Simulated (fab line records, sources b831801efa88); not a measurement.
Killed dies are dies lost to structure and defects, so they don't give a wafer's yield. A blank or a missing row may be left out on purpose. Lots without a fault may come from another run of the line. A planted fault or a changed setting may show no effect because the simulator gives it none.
A struck lot beside a sound one | flow sky130 | 14 steps out of a route of 708
Sound: wafers L832.4, L832.5, L832.6. Struck: wafers L840.2, L840.5, L840.6. The cause comes at the end.
At each step with rows: each side's tool, then ch and its chambers, then its first start. Under that, the readings that differ: sound wafers | struck wafers | difference of the means | sigmas: that difference in standard deviations of wafers without a fault.
alike: readings whose means differ by less than 2 such deviations, and words and numbers that are the same on both sides. not compared: withheld readings, readings that some wafer has no value for, bounds like >300 that may hide the same value, and numbers for which the record gives no deviation and whose values overlap.
The two part at a step that has a row with sigmas, a row that says differs or no value, or rows on one side only. Numbers that don't overlap but have no deviation are shown without sigmas and don't part them. A reading that every wafer of one side lacks parts them only if that side has two wafers or more.

first, 3 steps without rows for these wafers: SKY_METAL4_CLEAN_21 (cleans in IPA, time 180 s); SKY_METAL4_CLEAN_22 (cleans in O3/DIW); SKY_VIA4_HDPCVD_00 (deposits SiO2, target thk 1750 nm, time 291.7 s).
SKY_VIA4_THK_MEAS_01:
  sound on film_metro-04, day 42 01:13; struck on film_metro-02, day 44 10:06
  alike: VIA4_HDPCVD_THK
SKY_VIA4_CMP_02: polishes SiO2.
  sound on cmp-02 ch 2,3, day 42 01:18; struck on cmp-01 ch 1,2, day 44 10:09
  alike: motor_current_A
SKY_VIA4_BOW_MEAS_03:
  sound on film_metro-04, day 42 01:37; struck on film_metro-01, day 44 10:28
  alike: VIA4_BOW
then, 6 steps without rows for these wafers: SKY_VIA4_DEHYDRATE_04 (time 60 s); SKY_VIA4_HMDS_05 (prime time 60 s); SKY_VIA4_COAT_06 (resist thk 1140 nm); SKY_VIA4_SOFTBAKE_07 (time 60 s); SKY_VIA4_EXPOSE_08 (exposes mask VIM4, target cd 800 nm); SKY_VIA4_PEB_09.
SKY_VIA4_DEVELOP_10: develop time 60 s.
  sound on litho_track-04 ch 0, day 43 00:10; struck on litho_track-03, day 45 08:06
  no value came back on the struck wafers for chill_plate_temp_C (C), develop_time_s (s); on the sound wafers chill_plate_temp_C (C) reads 22.97 22.93 22.79
SKY_VIA4_OVL_MEAS_11:
  sound on overlay-02, day 43 00:16; struck on overlay-02, day 45 08:14
  reading       | sound          | struck | difference                    | sigmas
  VIA4_OVL (nm) | -1.9 -0.1 -1.4 | - - -  | no value on the struck wafers |

WHERE THEY PART
First at SKY_VIA4_DEVELOP_10; last, within this record, at SKY_VIA4_OVL_MEAS_11.

WHY: what the simulator had put in
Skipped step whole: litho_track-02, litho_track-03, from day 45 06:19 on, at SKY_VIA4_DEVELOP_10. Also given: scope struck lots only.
